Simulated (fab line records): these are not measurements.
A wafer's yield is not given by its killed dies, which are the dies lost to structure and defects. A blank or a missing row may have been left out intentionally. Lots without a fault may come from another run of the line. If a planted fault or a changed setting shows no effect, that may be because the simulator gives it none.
Check for tools in common -- flow gf180mcu -- 13 lots, 39 wafers sampled

== REASON IT WAS OPENED ==
GF_VT_IMPLANT_TW_MEAS_10, reading VT_IMPLANT_TW: flagged on 2 of 13 lots. No-fault wafers: 565, standard deviation 6.6.
Rule: flag the lot when none of its wafers has a number, or when each of its wafers that has one lies beyond 4 standard deviations from that mean. All remaining lots are regarded as sound.

lot,measured,on,"VT_IMPLANT_TW, wafer by wafer",flag
L190,day 6 03:16,film metro-02,560 566 566,
L191,day 6 10:38,film metro-01,550 551 551,
L192,day 6 14:41,film metro-02,564 565 563,
L193,day 6 19:35,film metro-01,546 553 551,
L194,day 7 03:44,film metro-03,572 567 568,
L197,day 7 21:23,film metro-03,511 509 510,FLAGGED
L198,day 8 05:59,film metro-02,508 506 506,FLAGGED
L199,day 8 11:02,film metro-03,570 571 571,
L206,day 10 03:46,film metro-03,562 564 564,
L207,day 10 14:38,film metro-03,564 565 565,
L208,day 10 19:38,film metro-03,564 563 561,
L209,day 11 00:59,film metro-01,552 556 548,
L211,day 11 13:16,film metro-03,571 570 570,
The mean of the flagged lots' numbers is 508, -57 from the usual (-9 standard deviations).

== EACH LOT AND THE TOOL IT RAN ON ==
The record holds 1 process step before the reading, out of a route of 602 steps. In each cell: the tool, then ch and the chambers that the sampled wafers went through, then the start.
lot,flag,GF_VT_IMPLANT_IMPLANT_08
L190,,"implanter-01 ch 0, day 6 03:01"
L191,,"implanter-04 ch 0, day 6 10:23"
L192,,"implanter-04 ch 0, day 6 14:26"
L193,,"implanter-01 ch 0, day 6 19:22"
L194,,"implanter-02 ch 0, day 7 03:31"
L197,FLAGGED,"implanter-01 ch 0, day 7 21:08"
L198,FLAGGED,"implanter-01 ch 0, day 8 05:44"
L199,,"implanter-02 ch 0, day 8 10:50"
L206,,"implanter-04 ch 0, day 10 03:31"
L207,,"implanter-04 ch 0, day 10 14:23"
L208,,"implanter-01 ch 0, day 10 19:23"
L209,,"implanter-04 ch 0, day 11 00:44"
L211,,"implanter-02 ch 0, day 11 13:04"
What these steps do:
- GF_VT_IMPLANT_IMPLANT_08
- GF_VT_IMPLANT_TW_MEAS_10

== FLAGGED AGAINST TOTAL, ONE TOOL AT A TIME (gauges that did the reading follow at the end) ==
step,tool,lots run,flagged,share of the flagged lots,sound lots run after its first flagged lot
GF_VT_IMPLANT_IMPLANT_08,implanter-01,5,2,all,1 (L208)
GF_VT_IMPLANT_IMPLANT_08,implanter-02,3,0,none,-
GF_VT_IMPLANT_IMPLANT_08,implanter-04,5,0,none,-
GF_VT_IMPLANT_TW_MEAS_10,film metro-01,3,0,none,-
GF_VT_IMPLANT_TW_MEAS_10,film metro-02,3,1,some,0
GF_VT_IMPLANT_TW_MEAS_10,film metro-03,7,1,some,"5 (L199,L206,L207,L208,L211)"

== WHAT IS ALLOWED BY THE TABLE ==
In the table, 1 row covers all flagged lots: implanter-01 at GF_VT_IMPLANT_IMPLANT_08.
- implanter-01 at GF_VT_IMPLANT_IMPLANT_08 ran 5 lots, 2 of them flagged. Lots that were sound ran on it after the first flagged one (L208); a persistent fault on the entire tool would not allow that. Its own readings lie more than 4 standard deviations out on every wafer of the flagged lots: dose ions cm2, faraday current uA.
Not one row of the table ran every flagged lot while running no sound lot after the first.

== WHAT THE SIMULATOR PUT IN ==
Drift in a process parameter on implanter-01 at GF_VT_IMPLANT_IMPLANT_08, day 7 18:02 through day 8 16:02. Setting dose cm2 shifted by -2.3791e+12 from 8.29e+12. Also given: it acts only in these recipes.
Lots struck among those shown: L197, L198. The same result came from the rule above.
